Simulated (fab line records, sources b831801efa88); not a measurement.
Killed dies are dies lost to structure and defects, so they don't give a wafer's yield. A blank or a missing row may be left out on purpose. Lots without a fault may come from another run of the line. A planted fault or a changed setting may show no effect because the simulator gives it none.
fab line records | flow sfq_line
record lots=7 wafers=19 last_day=83
route steps=325 shown M0@28 I0@43 M1@58 M8@325
lots that met no fault: from a run of the same line without faults
start_h: hours from the record's first day to the start of the lot's first wafer shown | wait_h: hours since the lot's step before | " the same as in the row above | L1.1+2: a row that stands for several wafers | - no value, or no start given | * or withheld: withheld | < > ~ a bound
route shown NAME@n: a module of which the file shows steps, and the number in the route of the first | usual: mean/standard deviation of fault-free wafers | same: alike in all rows | chamber/n: place in a boat | sites: the reading at each site | _std_site: their standard deviation | _edge_site: outer sites' mean less inner sites' | radius_mm: how far each site lies from the wafer's centre | mask NAME#n: copy n | behind: the tool/chamber that last shaped the wafer | hold: why the lot was held/for how many hours/how that ended | device: the transistor (n, p or np) that didn't switch | end of line: the same wafers' tests at the end of the route | a step without rows: its recipe alone | killed: dies lost to structure and defects at the first sort, not the wafer's yield | map: a wafer's dies, x killed, . not, _ none there
set.NAME: the setting as run; set.NAME@STEP: as run at that earlier step | model.NAME: the simulator's own value behind a step, which no gauge read
lots at some steps of the route; a table a step, a row a wafer
services: from which hour (start_h, from the record's first day; less than 0 if before it) a tool's chamber was out of use, for how many hours, and why
## steps
# step SFQ_TRILAYER_M0_DEP_PRE_CLEAN_020
# recipe gas=Ar time_s=15 bias_v=250
# step SFQ_TRILAYER_M0_DEP_SPUTTER_019
# recipe material=Nb base_pressure_pa=1.33e-06 chamber_pressure_pa=0.1333 substrate_temp_c=20 resputter_cathode_voltage_v=400 target_thk_nm=200 power_w=2000 time_s=133.3
# step SFQ_M0_RS_MEAS_904
# recipe thk_meas_gauge=four-point-probe reads=Nb_of_TRILAYER_M0_DEP_SPUTTER_019
# usual M0_NB_RS=0.894/0.009
# columns lot.wafer tool chamber start_h wait_h M0_NB_RS[ohm/sq]
L649.1 film_metro-02 - 206.95 0.0 0.900
L649.2 " - " " 0.899
L649.3 " - " " 0.901
L650.2 film_metro-03 - 212.97 0.1 0.893
L650.4 " - " " 0.900
L650.6 " - " " 0.894
L654.4 film_metro-02 - 241.78 0.1 0.888
L654.5 " - " " 0.882
L654.6 " - " " 0.885
L657.4 film_metro-02 - 266.39 0.1 0.892
L657.5 " - " " 0.889
L658.2 film_metro-01 - 269.35 0.1 0.868
L658.3 " - " " 0.871
L662.3 film_metro-03 - 291.76 0.1 0.889
L662.4 " - " " 0.898
L662.5 " - " " 0.895
L663.1 film_metro-02 - 293.50 0.0 0.890
L663.2 " - " " 0.893
L663.3 " - " " 0.883
# step SFQ_TRILAYER_M0_LITHO_COAT_026
# recipe resist=BARC spin_rpm=3000 resist_thk_nm=62
# step SFQ_TRILAYER_M0_LITHO_COAT_021
# recipe resist=KrF spin_rpm=3000 resist_thk_nm=600
# step SFQ_TRILAYER_M0_LITHO_SOFTBAKE_025
# recipe temp_c=withheld time_s=withheld resist=KrF
# step SFQ_TRILAYER_M0_LITHO_EXPOSE_022
# recipe mask_id=M0 na=0.6 source_shape=conventional sigma_outer=0.65 target_cd_nm=500 dose_mj=14.4
# step SFQ_TRILAYER_M0_LITHO_PEB_024
# recipe peb_temp_c=115 peb_time_s=60 resist=KrF
# step SFQ_TRILAYER_M0_LITHO_DEVELOP_023
# recipe time_s=60 resist=KrF
# step SFQ_M0_OVL_MEAS_906
# usual M0_OVL=1/4.7
# columns lot.wafer tool chamber start_h wait_h M0_OVL[nm]
L649.1 overlay-02 - 214.56 0.1 4
L649.2 " - " " 7
L649.3 " - " " 5
L650.2 overlay-02 - 215.77 0.1 7
L650.4 " - " " 6
L650.6 " - " " 3
L654.4 overlay-02 - 244.36 0.1 1
L654.5 " - " " -1
L654.6 " - " " -3
L657.4 overlay-02 - 272.71 0.1 8
L657.5 " - " " 3
L658.2 overlay-02 - 275.09 0.1 0
L658.3 " - " " -2
L662.3 overlay-02 - 394.58 0.1 -7
L662.4 " - " " 5
L662.5 " - " " -2
L663.1 overlay-01 - 398.16 0.1 -1
L663.2 " - " " 5
L663.3 " - " " 3
# step SFQ_TRILAYER_M0_BARC_OPEN_METAL_ETCH_031
# recipe mask_material=PR chemistry=O2 target_depth_nm=125 target=BARC icp_w=600 bias_w=80 pressure_mtorr=10 time_s=41.7
# usual drypump_motor_current_A=5.6/0.41 oes_product_au=0.685/0.0045 run_length_s=69.6/0.38
# columns lot.wafer tool chamber start_h wait_h drypump_motor_current_A oes_product_au rf_hours_counter_h run_length_s
L649.1 rie_metal-03 0 214.60 0.0 6.0 0.685 13 69.8
L649.2 " 1 " " 5.0 0.692 103 69.8
L649.3 " 1 " " 5.0 0.686 - 69.4
L650.2 rie_metal-01 1 215.80 0.0 5.7 0.680 24 69.5
L650.4 " 0 " " 5.3 0.685 - 70.2
L650.6 " 0 " " 5.3 0.690 - 69.8
L654.4 rie_metal-01 1 244.40 0.0 5.7 0.687 - 69.4
L654.5 " 0 " " 5.3 0.678 - 70.0
L654.6 " 1 " " 5.7 0.682 - 69.2
L657.4 rie_metal-01 0 272.74 0.0 5.3 0.680 - 69.8
L657.5 " 1 " " 5.7 0.687 - 69.2
L658.2 rie_metal-01 1 275.12 0.0 5.7 0.686 36 69.2
L658.3 " 1 " " 5.7 0.686 - 69.9
L662.3 rie_metal-03 0 394.62 0.0 6.0 0.686 - 70.4
L662.4 " 1 " " 5.0 0.682 - 70.1
L662.5 " 0 " " 6.0 0.695 - 69.9
L663.1 rie_metal-04 1 398.20 0.0 5.3 0.691 19 69.2
L663.2 " 0 " " 6.2 0.678 15 69.6
L663.3 " 0 " " 6.2 0.681 - 69.2
# step SFQ_TRILAYER_M0_ETCH_METAL_ETCH_024
# recipe target=Nb stop_on=SiO2 mask_material=PR chemistry=Cl2/Ar target_depth_nm=240 icp_w=600 bias_w=80 pressure_mtorr=10 time_s=120
# usual drypump_motor_current_A=5.6/0.41 oes_product_au=0.892/0.0069 run_length_s=147.9/0.38
# columns lot.wafer tool chamber start_h wait_h drypump_motor_current_A oes_product_au rf_hours_counter_h run_length_s model.KrF_of_TRILAYER_M0_LITHO_COAT_021.thk_nm model.M0.feature_depth_nm model.etch.depth_nm
L649.1 rie_metal-03 0 214.65 0.0 6.0 0.891 13 148.5 378.3 197.6 197.6
L649.2 " 1 " " 5.0 0.892 103 147.7 381.6 198 198
L649.3 " 1 " " 5.0 0.882 - 147.7 381.6 197.9 197.9
L650.2 rie_metal-01 1 215.85 0.0 5.7 0.890 24 147.4 383.9 199.3 199.3
L650.4 " 0 " " 5.3 0.888 - 148.3 381.3 197.5 197.5
L650.6 " 0 " " 5.3 0.889 - 148.2 384.7 199.1 199.1
L654.4 rie_metal-01 1 244.48 0.1 5.6 1.004 - 122.3 409.1 187 187
L654.5 " 0 " " 5.3 0.901 - 148.5 376.1 202.2 202.2
L654.6 " 1 " " 5.7 0.892 - 147.7 379.4 201.2 201.2
L657.4 rie_metal-01 0 272.83 0.1 5.3 1.008 - 121.9 413 187.5 187.5
L657.5 " 1 " " 5.7 0.900 - 147.5 382.2 200.5 200.5
L658.2 rie_metal-01 1 275.18 0.0 5.7 0.910 36 147.6 382 204.8 204.8
L658.3 " 1 " " 5.7 0.998 - 121.6 412.6 188 188
L662.3 rie_metal-03 0 394.70 0.1 6.0 0.895 - 148.3 381.5 199.9 199.9
L662.4 " 1 " " 5.0 0.886 - 147.5 383 198.1 198.1
L662.5 " 0 " " 6.0 0.898 - 148.3 381.9 199.2 199.2
L663.1 rie_metal-04 1 398.26 0.0 5.3 0.897 19 147.6 379.6 200.3 200.3
L663.2 " 0 " " 6.2 0.888 15 147.4 382.2 199.3 199.3
L663.3 " 0 " " 6.2 0.901 - 147.4 381.6 201.4 201.4
# step SFQ_TRILAYER_M0_STRIP_STRIP_025
# recipe gas=O2 power_w=200 platen_temp_c=40 overash_fraction=0.65 chemistry=O2 pressure_mtorr=50
# step SFQ_TRILAYER_M0_STRIP_SOLV_CLEAN_026
# recipe chemistry=NMP temp_c=70 time_s=600
# step SFQ_TRILAYER_I0_DEP_PECVD_027
# recipe material=SiO2 temp_c=150 time_s=111.11 pressure_torr=2.4 rf_w=183.3 precursor=SiH4/N2O target_thk_nm=500
# usual heater_power_w=82/13 throttle_valve_pct=24.7/1.5
# columns lot.wafer tool chamber start_h wait_h heater_power_w throttle_valve_pct
L649.1 pecvd-01 2 215.55 0.0 68 26.9
L649.2 " 0 " " 104 27.7
L649.3 " 1 " " 69 23.6
L650.2 pecvd-04 2 216.75 0.0 69 24.5
L650.4 " 0 " " 72 23.9
L650.6 " 2 " " 73 24.6
L654.4 pecvd-03 1 245.38 0.0 78 24.2
L654.5 " 2 " " 86 25.5
L654.6 " 0 " " 105 25.7
L657.4 pecvd-04 2 273.74 0.0 74 24.5
L657.5 " 0 " " 74 24.0
L658.2 pecvd-01 2 276.08 0.0 64 26.5
L658.3 " 1 " " 82 23.6
L662.3 pecvd-04 0 395.56 0.0 73 24.0
L662.4 " 0 " " 74 23.8
L662.5 " 1 " " 92 22.9
L663.1 pecvd-04 2 399.16 0.0 78 25.5
L663.2 " 0 " " 69 23.8
L663.3 " 1 " " 77 22.9
# step SFQ_TRILAYER_I0_CMP_CMP_028
# recipe material=SiO2 down_force_psi=3 platen_rpm=60 pad_velocity_m_s=0.94248
# usual motor_current_A=10.8/0.44 time_to_endpoint_s=212/6.5
# columns lot.wafer tool chamber start_h wait_h motor_current_A time_to_endpoint_s
L649.2 cmp-02 0 229.93 14.3 9.9 210
L649.1 " 1 " " 9.9 212
L649.3 " 2 " " 11.5 216
L650.2 cmp-01 1 229.95 13.2 10.4 207
L650.4 " 2 " " 11.4 214
L650.6 " 2 232.45 15.6 11.0 205
L654.4 cmp-01 2 251.95 6.5 10.8 219
L654.5 " 2 253.95 8.5 11.0 220
L654.6 " 3 " " 10.5 213
L657.4 cmp-01 3 275.28 1.5 10.8 222
L657.5 " 1 276.28 2.5 11.2 224
L658.2 cmp-01 1 277.28 1.2 10.7 205
L658.3 " 3 278.28 2.2 10.8 199
L662.4 cmp-01 3 398.04 2.4 11.0 208
L662.3 " 0 " " 11.1 204
L662.5 " 0 400.54 4.9 10.5 208
L663.2 cmp-01 0 401.04 1.8 11.0 205
L663.1 " 1 " " 10.7 210
L663.3 " 2 " " 11.2 213
# step SFQ_I0_BOW_MEAS_907
# recipe mode=bow
# usual I0_BOW=1/7.5
# columns lot.wafer tool chamber start_h wait_h I0_BOW[um]
L649.1 film_metro-01 - 232.43 1.5 8
L649.2 " - " " 13
L649.3 " - " " 18
L650.2 film_metro-03 - 232.97 2.5 -1
L650.4 " - " " -7
L650.6 " - " " 5
L654.4 film_metro-04 - 255.01 2.6 3
L654.5 " - " " -1
L654.6 " - " " 2
L657.4 film_metro-01 - 276.84 1.1 4
L657.5 " - " " 2
L658.2 film_metro-01 - 279.80 2.0 12
L658.3 " - " " 2
L662.3 film_metro-01 - 401.08 2.0 10
L662.4 " - " " -6
L662.5 " - " " 2
L663.1 film_metro-01 - 404.04 2.0 1
L663.2 " - " " 9
L663.3 " - " " 3
# step SFQ_TRILAYER_I0_METRO_MEASURE_029
# usual thk_nm=199.6/1
# columns lot.wafer tool chamber start_h wait_h thk_nm
L649.1 film_metro-01 - 232.55 0.1 201.1
L649.2 " - " " 201.1
L649.3 " - " " 201.0
L650.2 film_metro-03 - 233.27 0.3 199.3
L650.4 " - " " 198.8
L650.6 " - " " 199.6
L654.4 film_metro-04 - 255.67 0.6 200.6
L654.5 " - " " 199.2
L654.6 " - " " 198.6
L657.4 film_metro-01 - 277.50 0.6 199.1
L657.5 " - " " 199.5
L658.2 film_metro-01 - 280.10 0.3 199.7
L658.3 " - " " 198.4
L662.3 film_metro-01 - 401.56 0.5 198.7
L662.4 " - " " 197.2
L662.5 " - " " 198.2
L663.1 film_metro-01 - 404.16 0.1 199.4
L663.2 " - " " 197.6
L663.3 " - " " 197.9
# step SFQ_TRILAYER_I0_VIA_LITHO_COAT_036
# recipe resist=BARC spin_rpm=3000 resist_thk_nm=62
# step SFQ_TRILAYER_I0_VIA_LITHO_COAT_031
# recipe resist=KrF spin_rpm=3000 resist_thk_nm=650
# step SFQ_TRILAYER_I0_VIA_LITHO_SOFTBAKE_035
# recipe temp_c=withheld time_s=withheld resist=KrF
# step SFQ_TRILAYER_I0_VIA_LITHO_EXPOSE_032
# recipe mask_id=I0 na=0.6 source_shape=conventional sigma_outer=0.65 target_cd_nm=500 dose_mj=21.3
# step SFQ_TRILAYER_I0_VIA_LITHO_PEB_034
# recipe peb_temp_c=115 peb_time_s=60 resist=KrF
# step SFQ_TRILAYER_I0_VIA_LITHO_DEVELOP_033
# recipe time_s=60 resist=KrF
# step SFQ_I0_OVL_MEAS_908
# usual I0_OVL=-4/5.4
# columns lot.wafer tool chamber start_h wait_h I0_OVL[nm]
L649.1 overlay-01 - 338.61 0.1 -12
L649.2 " - " " -6
L649.3 " - " " -15
L650.2 overlay-01 - 339.82 0.1 -3
L650.4 " - " " -3
L650.6 " - " " -4
L654.4 overlay-02 - 359.78 0.1 -5
L654.5 " - " " -2
L654.6 " - " " -7
L657.4 overlay-02 - 380.18 0.1 -2
L657.5 " - " " -3
L658.2 overlay-02 - 383.77 0.1 -7
L658.3 " - " " -6
L662.3 overlay-01 - 404.62 0.1 -5
L662.4 " - " " -8
L662.5 " - " " 0
L663.1 overlay-02 - 407.61 0.1 3
L663.2 " - " " -3
L663.3 " - " " 7
# step SFQ_TRILAYER_I0_VIA_BARC_OPEN_VIA_ETCH_046
# recipe mask_material=PR chemistry=O2 target_depth_nm=125 target=BARC source_w=500 bias_w=80 pressure_mtorr=30 time_s=41.7
# step SFQ_TRILAYER_I0_VIA_ETCH_VIA_ETCH_034
# recipe target=SiO2 stop_on=Nb mask_material=PR taper_deg=20 chemistry=CHF3 target_depth_nm=260 source_w=500 bias_w=80 pressure_mtorr=30 time_s=withheld
# step SFQ_TRILAYER_I0_VIA_STRIP_STRIP_035
# recipe gas=O2 power_w=200 platen_temp_c=40 overash_fraction=0.65 chemistry=O2 pressure_mtorr=50
# step SFQ_TRILAYER_I0_VIA_STRIP_SOLV_CLEAN_036
# recipe chemistry=NMP temp_c=70 time_s=600
# step SFQ_TRILAYER_M1_DEP_PRE_CLEAN_038
# recipe gas=Ar time_s=22.5 bias_v=250
# step SFQ_TRILAYER_M1_DEP_SPUTTER_037
# recipe material=Nb base_pressure_pa=1.33e-06 chamber_pressure_pa=0.1333 substrate_temp_c=20 resputter_cathode_voltage_v=400 target_thk_nm=200 power_w=2000 time_s=133.3
# usual throttle_valve_pct=29.7/0.89
# columns lot.wafer tool chamber start_h wait_h throttle_valve_pct
L649.1 pvd_sputter-06 - 339.61 0.0 29.0
L649.2 " - " " 30.2
L649.3 " - " " 29.1
L650.2 pvd_sputter-04 - 340.81 0.0 29.3
L650.4 " - " " 28.8
L650.6 " - " " 29.2
L654.4 pvd_sputter-04 - 360.76 0.0 30.1
L654.5 " - " " 30.4
L654.6 " - " " 29.4
L657.4 pvd_sputter-06 - 381.16 0.0 29.1
L657.5 " - " " 29.4
L658.2 pvd_sputter-06 - 384.77 0.0 29.2
L658.3 " - " " 30.0
L662.3 pvd_sputter-06 - 405.60 0.0 29.1
L662.4 " - " " 29.1
L662.5 " - " " 29.3
L663.1 pvd_sputter-05 - 408.60 0.0 29.8
L663.2 " - " " 31.3
L663.3 " - " " 28.4
# step SFQ_M1_RS_MEAS_909
# recipe thk_meas_gauge=four-point-probe reads=Nb_of_TRILAYER_M1_DEP_SPUTTER_037
# usual M1_NB_RS=0.888/0.01
# columns lot.wafer tool chamber start_h wait_h M1_NB_RS[ohm/sq]
L649.1 film_metro-03 - 339.70 0.0 0.874
L649.2 " - " " 0.867
L649.3 " - " " 0.868
L650.2 film_metro-03 - 340.92 0.1 0.895
L650.4 " - " " 0.894
L650.6 " - " " 0.897
L654.4 film_metro-03 - 360.91 0.1 0.896
L654.5 " - " " 0.885
L654.6 " - " " 0.892
L657.4 film_metro-03 - 381.31 0.1 0.888
L657.5 " - " " 0.890
L658.2 film_metro-03 - 384.88 0.1 0.898
L658.3 " - " " 0.895
L662.3 film_metro-04 - 405.73 0.1 0.891
L662.4 " - " " 0.897
L662.5 " - " " 0.904
L663.1 film_metro-04 - 408.69 0.0 0.894
L663.2 " - " " 0.890
L663.3 " - " " 0.892
# step SFQ_TRILAYER_M1_LITHO_COAT_044
# recipe resist=BARC spin_rpm=3000 resist_thk_nm=62
# step SFQ_TRILAYER_M1_LITHO_COAT_039
# recipe resist=KrF spin_rpm=3000 resist_thk_nm=600
# step SFQ_TRILAYER_M1_LITHO_SOFTBAKE_043
# recipe temp_c=withheld time_s=withheld resist=KrF
# step SFQ_TRILAYER_M1_LITHO_EXPOSE_040
# recipe mask_id=M1 na=0.6 source_shape=conventional sigma_outer=0.65 target_cd_nm=500 dose_mj=14.4
# step SFQ_TRILAYER_M1_LITHO_PEB_042
# recipe peb_temp_c=115 peb_time_s=60 resist=KrF
# step SFQ_TRILAYER_M1_LITHO_DEVELOP_041
# recipe time_s=60 resist=KrF
# step SFQ_M1_OVL_MEAS_911
# usual M1_OVL=-1/6.3
# columns lot.wafer tool chamber start_h wait_h M1_OVL[nm]
L649.1 overlay-01 - 462.95 0.1 9
L649.2 " - " " -2
L649.3 " - " " -1
L650.2 overlay-01 - 465.35 0.1 5
L650.4 " - " " 0
L650.6 " - " " 0
L654.4 overlay-01 - 506.22 0.1 -6
L654.5 " - " " -8
L654.6 " - " " -4
L657.4 overlay-02 - 532.72 0.1 0
L657.5 " - " " -6
L658.2 overlay-02 - 536.30 0.1 -17
L658.3 " - " " -9
L662.3 overlay-01 - 559.61 0.1 -12
L662.4 " - " " -8
L662.5 " - " " -13
L663.1 overlay-02 - 562.00 0.1 3
L663.2 " - " " 5
L663.3 " - " " -1
# step SFQ_TRILAYER_M1_BARC_OPEN_METAL_ETCH_054
# recipe mask_material=PR chemistry=O2 target_depth_nm=125 target=BARC icp_w=600 bias_w=80 pressure_mtorr=10 time_s=41.7
# step SFQ_M8_BOW_MEAS_951
# recipe mode=bow
# usual M8_BOW=6/11
# columns lot.wafer tool chamber start_h wait_h M8_BOW[um] model.etest.m0.comb_log10_ohm
L649.1 film_metro-04 - 1762.06 0.0 -1 12
L649.2 " - " " 5 12
L649.3 " - " " 10 12
L650.2 film_metro-03 - 1786.34 0.0 9 12
L650.4 " - " " 2 12
L650.6 " - " " 14 12
L654.4 film_metro-03 - 1912.74 0.1 10 0
L654.5 " - " " 7 12
L654.6 " - " " 9 12
L657.4 film_metro-03 - 1951.05 0.1 20 0
L657.5 " - " " 17 12
L658.2 film_metro-01 - 1967.64 0.0 14 -
L658.3 " - " " 4 -
L662.3 film_metro-04 - 1980.86 0.0 8 12
L662.4 " - " " -9 12
L662.5 " - " " 0 12
L663.1 film_metro-01 - 1983.22 0.0 1 12
L663.2 " - " " 8 12
L663.3 " - " " 3 12
## services
# columns tool chamber start_h hours kind
cmp-01 - 191.73 2.2 repair
film_metro-04 - 193.53 1.7 pm
cmp-02 - 195.21 7.2 pm
pvd_sputter-05 - 196.43 0.6 repair
pvd_sputter-04 - 197.97 57.6 repair
rie_metal-01 - 201.08 2.8 pm
film_metro-01 - 202.32 0.8 pm
film_metro-03 - 219.42 1.6 pm
pecvd-01 0 224.12 6.2 repair
pecvd-04 - 230.02 2.8 pm
cmp-01 - 232.95 4.0 pm
pvd_sputter-06 - 234.49 1.2 repair
rie_metal-03 - 239.28 28.1 pm
cmp-02 - 248.51 3.7 repair
pecvd-01 - 254.23 0.9 repair
film_metro-03 - 263.93 0.4 pm
film_metro-01 - 281.49 2.2 pm
pvd_sputter-04 - 298.86 4.9 repair
pecvd-01 - 309.65 2.3 repair
pecvd-01 - 322.97 1.7 repair
cmp-01 - 327.40 6.2 pm
rie_metal-01 1 335.83 6.1 repair
film_metro-01 - 350.17 0.7 pm
pecvd-01 - 386.45 1.2 repair
## key
first_sign step=SFQ_TRILAYER_M0_ETCH_METAL_ETCH_024 reading=run_length_s direction=down sigmas=69 usual=* struck=*
effect step=SFQ_TRILAYER_M0_ETCH_METAL_ETCH_024 reading=oes_product_au direction=up sigmas=16 usual=0.892 struck=1.003
model_effect step=SFQ_TRILAYER_M0_ETCH_METAL_ETCH_024 value=KrF_of_TRILAYER_M0_LITHO_COAT_021.thk_nm without=381.1 struck=411.6
model_effect step=SFQ_M8_BOW_MEAS_951 value=etest.m0.comb_log10_ohm without=12 struck=0
met_at SFQ_TRILAYER_M0_ETCH_METAL_ETCH_024
struck_wafers L654.4,L657.4,L658.3
onset_between 215.85 244.48
fault kind=process_parameter_drift tool=rie_metal-01 chamber=- onset_h=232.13 steps=SFQ_TRILAYER_M0_ETCH_METAL_ETCH_024 channel=time_s offset=* shape=step end_h=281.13 scope=struck_wafers_only acts_in=* stated=*
